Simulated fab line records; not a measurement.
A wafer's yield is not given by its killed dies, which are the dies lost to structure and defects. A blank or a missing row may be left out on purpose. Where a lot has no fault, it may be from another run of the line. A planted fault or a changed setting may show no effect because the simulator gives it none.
A struck lot beside a sound one -- flow sky130 -- 15 steps out of a route of 708
Sound: these wafers, L611.3, L611.4, L611.5. Struck: wafer L615.4 (left out: L615.1, L615.5 of the same lot, which were not struck); the cause appears at the end.
At each step with rows: each side's tool, then ch and its chambers, then its first start. Under that, the readings that differ: sound wafers -- struck wafers -- difference of the means -- sigmas: that difference in standard deviations of wafers without a fault.
alike: readings whose means differ by less than 2 such deviations, and words and numbers that are the same on both sides. not compared: withheld readings, readings that some wafer has no value for, bounds like >300 that may hide the same value, and numbers for which the record gives no deviation and whose values overlap.
Wherever a step has rows on one side only, a row that says differs or no value, or a row with sigmas, the two part there. When numbers do not overlap yet have no deviation, they are printed without sigmas and do not part them. A reading missing from all wafers of one side parts the sides only when that side holds two or more wafers.

first, 6 steps without rows for these wafers: SKY_VIA3_ETCH_14 (etches BARC in N2/H2, stops on SiO2, time 45.9 s, target depth 60 nm); SKY_VIA3_ETCH_15 (etches SiO2 in C4F8/O2/Ar, stops on TiN, target depth 507 nm, time 78 s); SKY_VIA3_STRIP_16 (strips in O2/N2); SKY_VIA3_STRIP_17 (strips in post etch residue remover, time 1200 s); SKY_VIA3_CLEAN_18 (cleans in IPA, time 180 s); SKY_VIA3_CLEAN_19 (cleans in O3/DIW).
SKY_VIA3_SPUTTER_20: material TiN, target thk 20 nm, time 80 s.
  sound: pvd_sputter-01 at day 40 18:51; struck: pvd_sputter-02 at day 42 00:21
  alike: throttle_valve_pct
SKY_VIA3_CVD_21: deposits W, target thk 390 nm, time 117.31 s.
  sound on cvd_w-01 ch 0,1, day 40 18:57; struck on cvd_w-02 ch 0, day 42 00:25
  alike: heater_power_w
SKY_VIA3_RS_MEAS_22: the measuring method here is four-point-probe.
  sound: film_metro-02 at day 40 19:05; struck: film_metro-01 at day 42 00:32
  alike: VIA3_W_RS
SKY_VIA3_THK_MEAS_23: measures by xrf.
  sound: film_metro-02 at day 40 19:11; struck: film_metro-01 at day 42 00:39
  alike: VIA3_W_THK
SKY_VIA3_CMP_24: polishes, stops on SiO2, t overpolish 20 s, target thk 0 nm.
  sound on cmp-02 ch 1,2, day 40 19:16; struck on cmp-01 ch 1, day 42 00:56
  alike: motor_current_A, overpolish_run_s, time_to_endpoint_s
SKY_METAL4_SPUTTER_00: material Ti, target thk 15 nm, time 10 s.
  sound: pvd_sputter-02 at day 40 19:31; struck: pvd_sputter-03 at day 42 01:11
  alike: throttle_valve_pct
SKY_METAL4_SPUTTER_01: material TiN, target thk 20 nm, time 16.7 s.
  sound: pvd_sputter-02 at day 40 19:32; struck: pvd_sputter-03 at day 42 01:13
reading,sound,struck,difference,sigmas
model.TiN_of_METAL4_SPUTTER_01.thk_nm (nm),20.19 20.09 20.17,28.96,+8.81,
  alike: throttle_valve_pct
SKY_METAL4_SPUTTER_02: material AlCu, target thk 735 nm, time 39.1 s.
  sound: pvd_sputter-02 at day 40 19:34; struck: pvd_sputter-03 at day 42 01:14
  alike: throttle_valve_pct
-- the record jumps here: 6 days lie between the struck wafers' starts before and after (it left off in module METAL4 and takes up again in module PAD_OPEN, whose first step shown is number 708 of the route) --
SKY_PAD_OPEN_PROBE_99:
  sound: prober-01 at day 46 22:58; struck: prober-01 at day 47 21:13
reading,sound,struck,difference,sigmas
killed_at_other,0 0 0,2,+2,+4
  alike: defect_limited_yield, killed_at_M0_to_M3, killed_at_M4_up, killed_at_contacts, killed_at_front_end, killed_dies, killed_on_rim, killed_open, killed_short, sort_bin_3_pad_short, sort_bin_5_function, sort_bin_6_memory, sort_n_pass, sort_yield_pct

== WHERE THEY PART ==
Only at SKY_PAD_OPEN_PROBE_99, within this record.

WHY: the cause the simulator had injected
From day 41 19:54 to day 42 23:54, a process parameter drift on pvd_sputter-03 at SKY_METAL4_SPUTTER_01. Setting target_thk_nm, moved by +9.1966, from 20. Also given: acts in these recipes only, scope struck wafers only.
